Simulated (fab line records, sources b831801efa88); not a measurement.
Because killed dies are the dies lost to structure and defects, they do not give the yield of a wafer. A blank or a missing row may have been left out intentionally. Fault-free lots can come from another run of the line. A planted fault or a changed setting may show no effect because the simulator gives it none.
A lot that was struck, set against a sound lot || flow sky130 || 16 steps out of a route of 708
Sound: wafers L220.1, L220.3, L220.4. Wafers L226.2, L226.4, L226.5 were the ones struck. The cause is given at the end.
At each step with rows: each side's tool, then ch and its chambers, then its first start. Under that, the readings that differ: sound wafers || struck wafers || difference of the means || sigmas: that difference in standard deviations of wafers without a fault.
alike: same words and numbers on both sides, and readings whose means sit less than 2 such deviations apart. not compared: any withheld reading, any reading some wafer has no value for, any bound like >300 that may hide the same value, and any number with overlapping values for which the record gives no deviation.
The two part at a step that has a row with sigmas, a row that says differs or no value, or rows on one side only. Numbers that have no deviation but don't overlap get no sigmas and don't part them. Lack of a reading on every wafer of one side parts them only where that side has two or more wafers.

SKY_GATE_OXIDE_TW_MEAS_14:
  sound: film metro-01 at day 16 09:05; struck: film metro-04 at day 18 17:46
{"reading": "GATE_OXIDE_TW", "sound": "226.9 226.6 226.0", "struck": "219.1 220.3 218.8", "difference": -7.1, "sigmas": -3}
then, 3 steps without rows for these wafers: SKY_GATE_OXIDE_CLEAN_15 (cleans in SC1/SC2, time 150 s); SKY_GATE_OXIDE_OXIDATION_16 (stabilise 600 s, purge 300 s, target thk 3.57 nm); SKY_POLY_GATE_CVD_00 (deposits poly-Si, target thk 180 nm, time 720 s).
SKY_POLY_GATE_THK_MEAS_01:
  sound: film metro-02 at day 16 12:20; struck: film metro-01 at day 18 21:23
  alike: POLY_GATE_CVD_00_THK
then, 7 steps without rows for these wafers: SKY_RES_PROTECT_DEHYDRATE_00 (time 60 s); SKY_RES_PROTECT_HMDS_01 (prime time 60 s); SKY_RES_PROTECT_COAT_02 (resist thk 1140 nm); SKY_RES_PROTECT_SOFTBAKE_03 (time 60 s); SKY_RES_PROTECT_EXPOSE_04 (exposes mask RPM, target cd 1270 nm); SKY_RES_PROTECT_PEB_05; SKY_RES_PROTECT_DEVELOP_06 (develop time 60 s).
SKY_POLY_GATE_IMPLANT_02:
  sound on implanter-04 ch 0, day 17 16:07; struck on implanter-04 ch 0, day 20 04:19
{"reading": "beam on s (s)", "sound": "35.2 35.4 35.9", "struck": "67.8 67.5 68.5", "difference": "+32.4", "sigmas": "+12"}
{"reading": "dose ions cm2", "sound": "7.704e+15 7.697e+15 7.687e+15", "struck": "1.4474e+16 1.4463e+16 1.446e+16", "difference": "+6.7697e+15", "sigmas": "+99 or more"}
{"reading": "end station pressure torr (Torr)", "sound": "1.13e-05 1.06e-05 1.03e-05", "struck": "9e-06 8.3e-06 7.9e-06", "difference": -2e-06, "sigmas": -2}
  alike: faraday current uA
SKY_RES_PROTECT_STRIP_07: strips in O2/N2.
  sound on plasma asher-04 ch 0,1, day 17 16:16; struck on plasma asher-04 ch 0,1, day 20 04:26
{"reading": "oes product au (a.u.)", "sound": "0.517 0.516 0.518", "struck": "0.497 0.503 0.496", "difference": -0.018, "sigmas": -4}
{"reading": "strip time to endpoint s (s)", "sound": "23.25 23.25 23.23", "struck": "25.01 25.06 25.02", "difference": "+1.79", "sigmas": "+45"}
  alike: drypump motor current A
  not compared: rf hours counter h
SKY_RES_PROTECT_TW_MEAS_08:
  sound: film metro-02 at day 17 16:22; struck: film metro-04 at day 20 04:33
  alike: POLY_GATE_TW
-- a jump in the record: the struck wafers' starts before and after are 30 days apart (it breaks off in module RES_PROTECT and resumes in module PAD_OPEN, where the first step shown is number 708 of the route) --
SKY_PAD_OPEN_PROBE_99:
  sound: prober-02 at day 47 17:44; struck: prober-02 at day 50 01:43
{"reading": "model.etest.res poly.line ohm um", "sound": "516.5 529.6 505.8", "struck": "385.1 372.9 343.8", "difference": -150.0, "sigmas": ""}
{"reading": "model.etest.licon poly.rc ohm", "sound": "148.6 145.5 153.2", "struck": "109.2 105.1 101", "difference": -44.0, "sigmas": ""}
{"reading": "model.etest.res poly.rs ohm sq", "sound": "48.88 47.81 47.97", "struck": "35.61 35.09 34.88", "difference": -13.03, "sigmas": ""}
  alike: killed_at_M0_to_M3, killed_at_M4_up, killed at contacts, killed at front end, killed at other, killed dies, killed open, killed short

== WHERE THEY PART ==
First at SKY_GATE_OXIDE_TW_MEAS_14; last, within this record, at SKY_RES_PROTECT_STRIP_07. Later steps at which nothing parts them and some readings are alike: SKY_RES_PROTECT_TW_MEAS_08, SKY_PAD_OPEN_PROBE_99.

WHY: whatever the simulator had introduced
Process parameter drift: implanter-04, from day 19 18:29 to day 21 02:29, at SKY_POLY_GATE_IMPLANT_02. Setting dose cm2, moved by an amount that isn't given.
